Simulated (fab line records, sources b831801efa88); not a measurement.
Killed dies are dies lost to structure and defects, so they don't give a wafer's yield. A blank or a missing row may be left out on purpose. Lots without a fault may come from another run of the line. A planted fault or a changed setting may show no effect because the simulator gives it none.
Chamber matching | flow sky130 | SKY_VIA4_CMP_21 on cmp-02: 4 sister chambers
The step polishes, stops on SiO2, t overpolish 25 s, target thk 0 nm. 7 wafers are shown with their chamber, then 7 later ones without.

WAFERS WITH THEIR CHAMBER
wafer  | chamber | motor_current_A (A) | overpolish_run_s (s)
L930.1 | 3       | 10.4                | 25.006
L930.3 | 2       | 12.3                | 25.000
L931.5 | 2       | 13.4                | 25.008
L932.3 | 0       | 10.2                | 24.986
L933.1 | 0       | 10.2                | 24.997
L933.4 | 1       | 11.3                | 24.993
L933.5 | 1       | 10.8                | 24.994

WAFERS WITHOUT THEIR CHAMBER
wafer  | motor_current_A (A) | overpolish_run_s (s)
L934.1 | 13.0                | 25.019
L934.3 | 10.1                | 25.000
L934.6 | 12.0                | 24.989
L936.1 | 12.9                | 25.003
L936.2 | 10.1                | 25.006
L936.4 | 11.7                | 24.996
L944.6 | 9.9                 | 25.022

WHICH CHAMBER EACH WENT THROUGH
wafer  | from the rows above               | in truth
L934.1 | 2                                 | 2
L934.3 | can't be placed: 3 or 0 or 1      | 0
L934.6 | can't be placed: 1 or 2 or 0      | 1
L936.1 | 2                                 | 2
L936.2 | 3                                 | 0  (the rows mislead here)
L936.4 | can't be placed: 1 or 2 or 0 or 3 | 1
L944.6 | 3                                 | 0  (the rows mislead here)
Placed correctly: 2 of 7. Can't be placed from these rows: 3 (the true chamber is among the candidates in 3). Placed wrongly: 2.
How it was worked out, from the rows above alone: a wafer's distance from a chamber is the root of the sum, over the readings, of the square of ((its reading less the chamber's mean) divided by the reading's scatter). The wafer belongs to the nearest chamber; if the next one is less than 2 further off, it can't be placed. A chamber's mean is the mean of its shown wafers. The scatter: the root of (the sum of the squares of (reading less its chamber's mean) over the shown wafers, divided by (wafers less chambers)).
